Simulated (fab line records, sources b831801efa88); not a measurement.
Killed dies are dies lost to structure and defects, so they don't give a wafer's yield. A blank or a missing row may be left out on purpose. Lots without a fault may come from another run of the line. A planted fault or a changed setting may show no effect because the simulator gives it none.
A sampling plan put to the test | flow gf180mcu | one fab line, 52 faults that these records tell of, each judged on the records of the lots that it struck
The plan is the line's own looks: the steps of the route at which a gauge or an inspection reads the wafer and doesn't change it. A look can be judged if struck wafers have a number there and the file gives its usual mean and standard deviation on fault-free wafers. Caught: at a look after the fault's first step, the mean of the struck wafers lies 4 or more of those standard deviations (sigma) from the usual mean. On the tool: the same test on the tool's own readings at the fault's steps. Another recipe on the struck wafers, or a record that is blank for them alone, also counts as caught.

THE FAULTS, as the simulator had put them in
1. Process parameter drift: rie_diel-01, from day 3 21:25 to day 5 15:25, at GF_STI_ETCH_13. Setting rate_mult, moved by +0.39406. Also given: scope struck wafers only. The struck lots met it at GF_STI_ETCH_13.
2. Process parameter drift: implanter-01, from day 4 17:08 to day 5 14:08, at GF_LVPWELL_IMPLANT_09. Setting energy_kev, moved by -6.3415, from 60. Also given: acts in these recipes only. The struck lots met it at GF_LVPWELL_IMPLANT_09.
3. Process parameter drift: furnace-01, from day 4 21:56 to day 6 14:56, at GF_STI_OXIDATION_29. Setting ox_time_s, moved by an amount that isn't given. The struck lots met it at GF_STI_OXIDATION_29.
4. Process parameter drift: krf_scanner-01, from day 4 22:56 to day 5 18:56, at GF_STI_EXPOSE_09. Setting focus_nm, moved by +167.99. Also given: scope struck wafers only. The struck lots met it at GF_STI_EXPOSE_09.
5. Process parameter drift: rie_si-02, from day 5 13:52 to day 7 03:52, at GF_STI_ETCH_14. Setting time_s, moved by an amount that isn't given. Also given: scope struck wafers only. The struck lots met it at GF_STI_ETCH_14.
6. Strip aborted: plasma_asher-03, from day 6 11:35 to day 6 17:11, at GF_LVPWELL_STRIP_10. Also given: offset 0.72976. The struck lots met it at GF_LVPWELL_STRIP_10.
7. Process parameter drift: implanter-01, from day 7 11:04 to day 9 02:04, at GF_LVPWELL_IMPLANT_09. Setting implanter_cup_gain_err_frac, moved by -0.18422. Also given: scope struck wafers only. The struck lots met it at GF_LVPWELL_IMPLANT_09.
8. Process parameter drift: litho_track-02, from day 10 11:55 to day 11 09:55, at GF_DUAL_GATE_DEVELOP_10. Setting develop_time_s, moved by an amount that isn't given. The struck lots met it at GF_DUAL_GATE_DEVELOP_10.
9. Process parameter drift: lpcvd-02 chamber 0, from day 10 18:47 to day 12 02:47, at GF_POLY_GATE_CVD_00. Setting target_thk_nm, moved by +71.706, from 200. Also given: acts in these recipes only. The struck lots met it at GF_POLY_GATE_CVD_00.
10. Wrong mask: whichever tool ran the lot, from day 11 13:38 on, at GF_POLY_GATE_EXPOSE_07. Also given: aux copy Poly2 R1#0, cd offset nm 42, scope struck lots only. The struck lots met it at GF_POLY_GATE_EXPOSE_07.
11. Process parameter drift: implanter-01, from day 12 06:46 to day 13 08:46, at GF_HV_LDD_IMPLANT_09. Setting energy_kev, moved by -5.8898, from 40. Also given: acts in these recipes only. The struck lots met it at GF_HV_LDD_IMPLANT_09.
12. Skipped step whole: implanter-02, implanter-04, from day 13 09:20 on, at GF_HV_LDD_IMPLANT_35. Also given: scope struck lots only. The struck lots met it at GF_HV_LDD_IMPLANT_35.
13. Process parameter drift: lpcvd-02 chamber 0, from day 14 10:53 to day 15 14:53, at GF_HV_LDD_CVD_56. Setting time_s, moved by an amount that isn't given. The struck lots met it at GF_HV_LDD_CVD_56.
14. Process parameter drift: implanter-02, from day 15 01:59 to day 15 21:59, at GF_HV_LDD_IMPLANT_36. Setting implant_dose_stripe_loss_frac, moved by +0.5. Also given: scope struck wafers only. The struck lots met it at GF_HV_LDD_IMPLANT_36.
15. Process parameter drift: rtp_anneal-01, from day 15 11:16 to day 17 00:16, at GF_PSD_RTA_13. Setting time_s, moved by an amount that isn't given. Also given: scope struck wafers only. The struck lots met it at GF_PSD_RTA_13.
16. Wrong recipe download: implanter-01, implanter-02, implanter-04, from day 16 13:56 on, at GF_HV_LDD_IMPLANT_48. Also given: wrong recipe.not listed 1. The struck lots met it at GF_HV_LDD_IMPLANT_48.
17. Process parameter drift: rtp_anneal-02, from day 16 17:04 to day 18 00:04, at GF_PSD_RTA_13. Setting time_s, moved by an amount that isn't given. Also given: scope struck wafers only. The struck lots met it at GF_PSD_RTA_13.
18. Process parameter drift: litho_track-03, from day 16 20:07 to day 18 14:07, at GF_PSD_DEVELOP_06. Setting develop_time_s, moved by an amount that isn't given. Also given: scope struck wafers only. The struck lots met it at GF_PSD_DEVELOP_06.
19. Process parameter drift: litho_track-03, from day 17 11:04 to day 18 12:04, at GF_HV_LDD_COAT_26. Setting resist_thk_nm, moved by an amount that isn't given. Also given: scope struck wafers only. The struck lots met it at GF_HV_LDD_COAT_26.
20. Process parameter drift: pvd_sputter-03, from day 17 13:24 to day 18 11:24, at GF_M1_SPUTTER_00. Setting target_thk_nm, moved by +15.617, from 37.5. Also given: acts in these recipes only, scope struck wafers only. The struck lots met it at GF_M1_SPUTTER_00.
21. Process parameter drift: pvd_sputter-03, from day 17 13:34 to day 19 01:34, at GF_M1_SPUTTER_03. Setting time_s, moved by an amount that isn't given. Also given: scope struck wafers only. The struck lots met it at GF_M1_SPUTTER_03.
22. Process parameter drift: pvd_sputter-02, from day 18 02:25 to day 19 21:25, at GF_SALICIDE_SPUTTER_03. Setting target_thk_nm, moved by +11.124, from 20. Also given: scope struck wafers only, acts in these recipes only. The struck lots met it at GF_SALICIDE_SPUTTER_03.
23. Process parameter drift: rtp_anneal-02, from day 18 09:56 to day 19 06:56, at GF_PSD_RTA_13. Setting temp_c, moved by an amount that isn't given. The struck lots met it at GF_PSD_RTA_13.
24. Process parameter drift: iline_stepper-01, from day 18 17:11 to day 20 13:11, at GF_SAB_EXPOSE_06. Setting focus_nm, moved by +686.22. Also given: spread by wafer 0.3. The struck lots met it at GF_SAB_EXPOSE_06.
25. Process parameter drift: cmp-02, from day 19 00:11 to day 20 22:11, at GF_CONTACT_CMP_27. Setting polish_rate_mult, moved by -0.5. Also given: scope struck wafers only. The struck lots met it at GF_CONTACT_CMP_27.
26. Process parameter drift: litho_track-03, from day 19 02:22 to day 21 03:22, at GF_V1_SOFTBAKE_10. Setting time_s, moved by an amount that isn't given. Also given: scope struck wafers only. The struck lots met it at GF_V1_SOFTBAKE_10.
27. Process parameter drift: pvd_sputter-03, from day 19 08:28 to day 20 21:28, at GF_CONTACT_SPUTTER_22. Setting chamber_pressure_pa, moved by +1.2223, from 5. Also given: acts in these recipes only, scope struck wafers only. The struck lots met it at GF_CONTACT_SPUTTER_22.
28. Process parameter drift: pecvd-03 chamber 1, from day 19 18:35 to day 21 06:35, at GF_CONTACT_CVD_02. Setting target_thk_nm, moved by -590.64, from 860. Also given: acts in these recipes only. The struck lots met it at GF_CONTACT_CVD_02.
29. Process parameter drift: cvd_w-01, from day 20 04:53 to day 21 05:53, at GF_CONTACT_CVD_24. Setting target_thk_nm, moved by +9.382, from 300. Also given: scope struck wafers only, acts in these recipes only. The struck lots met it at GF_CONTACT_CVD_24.
30. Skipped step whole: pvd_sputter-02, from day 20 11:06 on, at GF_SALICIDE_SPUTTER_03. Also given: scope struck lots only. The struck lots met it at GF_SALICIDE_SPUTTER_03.
31. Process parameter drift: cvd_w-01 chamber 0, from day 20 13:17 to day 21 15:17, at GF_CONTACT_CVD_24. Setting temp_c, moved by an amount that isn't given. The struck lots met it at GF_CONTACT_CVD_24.
32. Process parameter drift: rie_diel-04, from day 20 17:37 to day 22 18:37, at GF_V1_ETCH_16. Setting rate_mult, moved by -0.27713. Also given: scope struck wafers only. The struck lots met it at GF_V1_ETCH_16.
33. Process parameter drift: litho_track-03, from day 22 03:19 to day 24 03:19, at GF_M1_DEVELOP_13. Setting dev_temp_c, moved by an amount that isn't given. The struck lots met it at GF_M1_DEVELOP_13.
34. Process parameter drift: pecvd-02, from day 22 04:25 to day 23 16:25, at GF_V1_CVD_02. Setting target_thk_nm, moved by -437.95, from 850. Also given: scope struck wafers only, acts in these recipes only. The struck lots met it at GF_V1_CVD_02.
35. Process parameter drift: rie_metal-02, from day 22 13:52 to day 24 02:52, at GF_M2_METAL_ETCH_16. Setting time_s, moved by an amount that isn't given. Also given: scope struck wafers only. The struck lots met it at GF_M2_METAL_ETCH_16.
36. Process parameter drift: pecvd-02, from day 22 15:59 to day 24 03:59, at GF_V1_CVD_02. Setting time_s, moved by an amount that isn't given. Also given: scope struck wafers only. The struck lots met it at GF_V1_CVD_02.
37. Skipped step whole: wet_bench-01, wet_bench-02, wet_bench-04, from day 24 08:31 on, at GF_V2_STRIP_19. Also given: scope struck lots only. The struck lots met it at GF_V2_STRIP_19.
38. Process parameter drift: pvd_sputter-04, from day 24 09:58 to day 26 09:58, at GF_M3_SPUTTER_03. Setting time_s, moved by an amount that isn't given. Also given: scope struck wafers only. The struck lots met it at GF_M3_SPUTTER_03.
39. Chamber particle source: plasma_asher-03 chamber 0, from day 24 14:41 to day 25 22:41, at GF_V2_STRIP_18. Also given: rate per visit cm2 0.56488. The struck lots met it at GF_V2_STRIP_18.
40. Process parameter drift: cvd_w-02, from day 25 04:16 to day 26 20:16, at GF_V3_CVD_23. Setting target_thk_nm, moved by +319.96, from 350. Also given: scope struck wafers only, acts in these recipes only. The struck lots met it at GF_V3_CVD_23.
41. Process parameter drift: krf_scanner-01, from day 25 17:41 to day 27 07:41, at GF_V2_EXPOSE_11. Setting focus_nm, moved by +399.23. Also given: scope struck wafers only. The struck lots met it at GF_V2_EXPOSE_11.
42. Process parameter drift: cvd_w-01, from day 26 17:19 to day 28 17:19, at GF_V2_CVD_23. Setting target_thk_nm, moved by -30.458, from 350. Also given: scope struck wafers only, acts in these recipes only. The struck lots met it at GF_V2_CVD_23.
43. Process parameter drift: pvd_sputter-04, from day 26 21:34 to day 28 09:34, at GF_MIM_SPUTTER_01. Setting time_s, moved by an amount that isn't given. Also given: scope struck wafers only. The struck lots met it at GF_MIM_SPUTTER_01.
44. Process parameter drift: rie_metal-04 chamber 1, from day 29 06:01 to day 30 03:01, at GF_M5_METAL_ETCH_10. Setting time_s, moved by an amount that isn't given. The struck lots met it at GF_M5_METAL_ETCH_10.
45. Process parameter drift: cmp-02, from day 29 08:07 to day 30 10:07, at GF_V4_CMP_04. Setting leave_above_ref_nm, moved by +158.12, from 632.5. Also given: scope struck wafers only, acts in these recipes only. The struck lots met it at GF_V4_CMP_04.
46. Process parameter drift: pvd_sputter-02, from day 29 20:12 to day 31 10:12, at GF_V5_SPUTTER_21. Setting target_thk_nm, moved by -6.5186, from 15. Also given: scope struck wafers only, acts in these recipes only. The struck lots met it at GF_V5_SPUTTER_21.
47. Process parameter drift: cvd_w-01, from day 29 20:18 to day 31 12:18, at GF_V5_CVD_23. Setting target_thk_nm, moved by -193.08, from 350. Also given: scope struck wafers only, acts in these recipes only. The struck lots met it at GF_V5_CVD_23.
48. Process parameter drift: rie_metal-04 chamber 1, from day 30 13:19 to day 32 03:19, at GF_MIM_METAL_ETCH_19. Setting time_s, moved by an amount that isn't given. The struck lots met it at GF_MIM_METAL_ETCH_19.
49. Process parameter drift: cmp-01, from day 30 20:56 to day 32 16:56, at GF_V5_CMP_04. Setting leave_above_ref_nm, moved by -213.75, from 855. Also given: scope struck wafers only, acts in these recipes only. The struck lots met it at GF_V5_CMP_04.
50. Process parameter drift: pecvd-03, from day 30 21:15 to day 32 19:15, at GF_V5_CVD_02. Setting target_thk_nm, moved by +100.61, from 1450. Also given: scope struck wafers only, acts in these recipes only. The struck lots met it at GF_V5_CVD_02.
51. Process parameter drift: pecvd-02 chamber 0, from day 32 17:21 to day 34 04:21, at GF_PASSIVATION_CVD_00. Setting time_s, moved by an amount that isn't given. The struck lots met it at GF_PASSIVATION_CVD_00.
52. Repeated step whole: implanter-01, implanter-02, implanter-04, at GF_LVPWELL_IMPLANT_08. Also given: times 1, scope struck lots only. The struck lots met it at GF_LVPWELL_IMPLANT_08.

WHAT THE PLAN SAW
fault | on the tool itself                               | first look that catches it                      | reading, sigma                                          | median hours from its first step to that look | hours from the fault's start to the first struck lot there | judged looks passed uncaught
1     | under 2 sigma                                    | none of the 2 looks that can be judged after it | -                                                       | -                                             | -                                                          | 2
2     | beam_energy_keV -99 or beyond sigma              | none of the 3 looks that can be judged after it | strongest: LVPWELL_RS at GF_VT_IMPLANT_RS_MEAS_48, -3.1 | -                                             | -                                                          | 3
3     | under 2 sigma                                    | GF_STI_THK_MEAS_30                              | STI_OXIDATION_02_THK +28                                | 1.4                                           | 4                                                          | 0
4     | under 2 sigma                                    | GF_STI_CD_MEAS_12                               | cd_nm -7.6                                              | 7.2                                           | 11                                                         | 0
5     | run_length_s +11 sigma                           | no look after it can be judged                  | -                                                       | -                                             | -                                                          | 0
6     | oes_product_au +42 sigma                         | GF_MVSD_TW_MEAS_11                              | MVSD_TW -99 or beyond                                   | 15.7                                          | 21                                                         | 0
7     | beam_on_s +11 sigma                              | GF_VT_IMPLANT_RS_MEAS_48                        | LVPWELL_RS -12                                          | 109.6                                         | 119                                                        | 1
8     | no reading that can be judged                    | no look after it can be judged                  | -                                                       | -                                             | -                                                          | 0
9     | under 2 sigma                                    | GF_POLY_GATE_THK_MEAS_01                        | POLY_GATE_CVD_00_THK +40                                | 2.0                                           | 24                                                         | 0
10    | no reading that can be judged                    | GF_POLY_GATE_CD_MEAS_10                         | cd_nm +43                                               | 9.9                                           | 15                                                         | 0
11    | beam_energy_keV -99 or beyond sigma              | GF_HV_LDD_TW_MEAS_11                            | HV_LDD_TW -5.7                                          | 0.2                                           | 8                                                          | 0
12    | the tool's record is blank for the struck wafers | GF_HV_LDD_TW_MEAS_38                            | HV_LDD_3_TW -9.5                                        | 0.4                                           | 6                                                          | 0
13    | under 2 sigma                                    | GF_HV_LDD_THK_MEAS_57                           | HV_LDD_CVD_56_THK -44                                   | 1.4                                           | 17                                                         | 0
14    | no reading that can be judged                    | GF_HV_LDD_RS_MEAS_53                            | HV_LDD_RS +7.9                                          | 22.7                                          | 33                                                         | 0
15    | run_length_s -24 sigma                           | GF_PSD_RS_MEAS_14                               | NSD_RS +16                                              | 0.1                                           | 3                                                          | 0
16    | no reading that can be judged                    | GF_HV_LDD_TW_MEAS_50                            | HV_LDD_4_TW +56                                         | 0.2                                           | 4                                                          | 0
17    | run_length_s -16 sigma                           | GF_PSD_RS_MEAS_14                               | NSD_RS +11                                              | 0.1                                           | 8                                                          | 0
18    | no reading that can be judged                    | not the one look that can be judged after it    | strongest: cd_nm at GF_PSD_CD_MEAS_07, +3.0             | -                                             | -                                                          | 1
19    | no reading that can be judged                    | not the one look that can be judged after it    | -                                                       | -                                             | -                                                          | 1
20    | under 2 sigma                                    | no look after it can be judged                  | -                                                       | -                                             | -                                                          | 0
21    | under 2 sigma                                    | no look after it can be judged                  | -                                                       | -                                             | -                                                          | 0
22    | under 2 sigma                                    | GF_SALICIDE_RS_MEAS_04                          | SALICIDE_TIN_RS -9.6                                    | 0.1                                           | 2                                                          | 0
23    | wafer_temp_C_max -17 sigma                       | GF_PSD_RS_MEAS_14                               | NSD_RS +35                                              | 0.1                                           | 3                                                          | 0
24    | no reading that can be judged                    | GF_SAB_CD_MEAS_09                               | cd_nm -33                                               | 12.0                                          | 20                                                         | 0
25    | overpolish_run_s -99 or beyond sigma             | no look after it can be judged                  | -                                                       | -                                             | -                                                          | 0
26    | heater_power_total_W +98 sigma                   | none of the 2 looks that can be judged after it | -                                                       | -                                             | -                                                          | 2
27    | chamber_pressure_pa +99 or beyond sigma          | no look after it can be judged                  | -                                                       | -                                             | -                                                          | 0
28    | under 2 sigma                                    | GF_CONTACT_THK_MEAS_03                          | CONTACT_CVD_02_THK -54                                  | 0.1                                           | 10                                                         | 0
29    | under 2 sigma                                    | none of the 2 looks that can be judged after it | strongest: CONTACT_W_RS at GF_CONTACT_RS_MEAS_25, -3.6  | -                                             | -                                                          | 2
30    | the tool's record is blank for the struck wafers | GF_SALICIDE_RS_MEAS_04                          | SALICIDE_TIN_RS +39                                     | 0.0                                           | 7                                                          | 0
31    | susceptor_temp_C -99 or beyond sigma             | GF_CONTACT_RS_MEAS_25                           | CONTACT_W_RS +45                                        | 0.1                                           | 3                                                          | 0
32    | only faintly: oes_product_au -3.2 sigma          | no look after it can be judged                  | -                                                       | -                                             | -                                                          | 0
33    | developer_temp_C +8.0 sigma                      | not the one look that can be judged after it    | -                                                       | -                                             | -                                                          | 1
34    | under 2 sigma                                    | GF_V1_THK_MEAS_03                               | V1_CVD_02_THK -44                                       | 0.1                                           | 21                                                         | 0
35    | run_length_s +36 sigma                           | no look after it can be judged                  | -                                                       | -                                             | -                                                          | 0
36    | run_length_s -99 or beyond sigma                 | GF_V1_THK_MEAS_03                               | V1_CVD_02_THK -44                                       | 0.1                                           | 9                                                          | 0
37    | the tool's record is blank for the struck wafers | no look after it can be judged                  | -                                                       | -                                             | -                                                          | 0
38    | under 2 sigma                                    | no look after it can be judged                  | -                                                       | -                                             | -                                                          | 0
39    | under 2 sigma                                    | no look after it can be judged                  | -                                                       | -                                             | -                                                          | 0
40    | under 2 sigma                                    | GF_V3_RS_MEAS_24                                | V3_W_RS -50                                             | 0.1                                           | 6                                                          | 0
41    | under 2 sigma                                    | GF_V2_CD_MEAS_14                                | cd_nm +6.5                                              | 10.0                                          | 16                                                         | 0
42    | under 2 sigma                                    | GF_V2_RS_MEAS_24                                | V2_W_RS +8.8                                            | 0.1                                           | 7                                                          | 0
43    | under 2 sigma                                    | none of the 4 looks that can be judged after it | -                                                       | -                                             | -                                                          | 4
44    | run_length_s +8.1 sigma                          | no look after it can be judged                  | -                                                       | -                                             | -                                                          | 0
45    | time_to_endpoint_s -10 sigma                     | no look after it can be judged                  | -                                                       | -                                             | -                                                          | 0
46    | under 2 sigma                                    | no look after it can be judged                  | -                                                       | -                                             | -                                                          | 0
47    | under 2 sigma                                    | GF_V5_RS_MEAS_24                                | V5_W_RS +99 or beyond                                   | 0.1                                           | 15                                                         | 0
48    | run_length_s -37 sigma                           | no look after it can be judged                  | -                                                       | -                                             | -                                                          | 0
49    | under 2 sigma                                    | no look after it can be judged                  | -                                                       | -                                             | -                                                          | 0
50    | under 2 sigma                                    | GF_V5_THK_MEAS_03                               | V5_CVD_02_THK +4.7                                      | 0.1                                           | 8                                                          | 0
51    | run_length_s +99 or beyond sigma                 | GF_PASSIVATION_THK_MEAS_01                      | PASSIVATION_CVD_00_THK +40                              | 0.1                                           | 22                                                         | 0
52    | under 2 sigma                                    | GF_LVPWELL_TW_MEAS_11                           | LVPWELL_TW +19                                          | 0.7                                           | -                                                          | 0
A dash: the fault isn't caught, or these records don't give the number.

Caught at a look: 28 of 52. Caught on the tool: 22 of 52. By one or the other: 39 of 52.
Caught on the tool alone: faults 2, 5, 25, 26, 27, 33, 35, 37, 44, 45, 48.
Caught at a look alone: faults 3, 4, 9, 10, 13, 14, 16, 22, 24, 28, 34, 40, 41, 42, 47, 50, 52.
Caught by neither: faults 1, 8, 18, 19, 20, 21, 29, 32, 38, 39, 43, 46, 49.

THINNER SAMPLING
If the look that catches a fault measured only every second or every third lot, by lot number, the first struck lot would be measured this late in the worst case:
fault | struck lots at that look, in order of time | every lot | every second lot | every third lot
3     | L802, L807                                 | 4 h       | 29 h             | may miss all 2
4     | L894, L897                                 | 11 h      | 23 h             | may miss all 2
6     | L318                                       | 21 h      | may miss it      | may miss it
7     | L756, L758, L759                           | 119 h     | 136 h            | may miss all 3
9     | L524                                       | 24 h      | may miss it      | may miss it
10    | L657                                       | 15 h      | may miss it      | may miss it
11    | L918, L919                                 | 8 h       | 20 h             | may miss all 2
12    | L505, L506, L507                           | 6 h       | 11 h             | 19 h
13    | L748                                       | 17 h      | may miss it      | may miss it
14    | L676, L677                                 | 33 h      | 40 h             | may miss all 2
15    | L800, L802, L804                           | 3 h       | may miss all 3   | 30 h
16    | L360, L361, L362, L363                     | 4 h       | 11 h             | 24 h
17    | L670, L672                                 | 8 h       | may miss all 2   | may miss all 2
22    | L136, L137, L138                           | 2 h       | 19 h             | 30 h
23    | L545, L546, L547                           | 3 h       | 10 h             | 17 h
24    | L840, L841                                 | 20 h      | 27 h             | may miss all 2
28    | L525, L526                                 | 10 h      | 24 h             | may miss all 2
30    | L173, L174                                 | 7 h       | 11 h             | may miss all 2
31    | L725, L727                                 | 3 h       | may miss all 2   | may miss all 2
34    | L601                                       | 21 h      | may miss it      | may miss it
36    | L776, L777                                 | 9 h       | 21 h             | may miss all 2
40    | L311, L313                                 | 6 h       | may miss all 2   | may miss all 2
41    | L553, L556, L557                           | 16 h      | 46 h             | may miss all 3
42    | L575, L576                                 | 7 h       | 11 h             | may miss all 2
47    | L278, L280, L282                           | 15 h      | may miss all 3   | 37 h
50    | L799, L801                                 | 8 h       | may miss all 2   | may miss all 2
51    | L428                                       | 22 h      | may miss it      | may miss it
Hours are from the fault's start to the first struck lot that is measured. The limit of 4 sigma was tested on all struck wafers together, so one lot alone may lie under it. Other struck lots may not be in these records.

THE LONGEST TIMED WAY FROM STEP TO LOOK
Fault 7: a median of 109.6 hours passes between GF_LVPWELL_IMPLANT_09 and GF_VT_IMPLANT_RS_MEAS_48. The look between them that can be judged stayed within 4 sigma: GF_MVSD_OVL_MEAS_07.
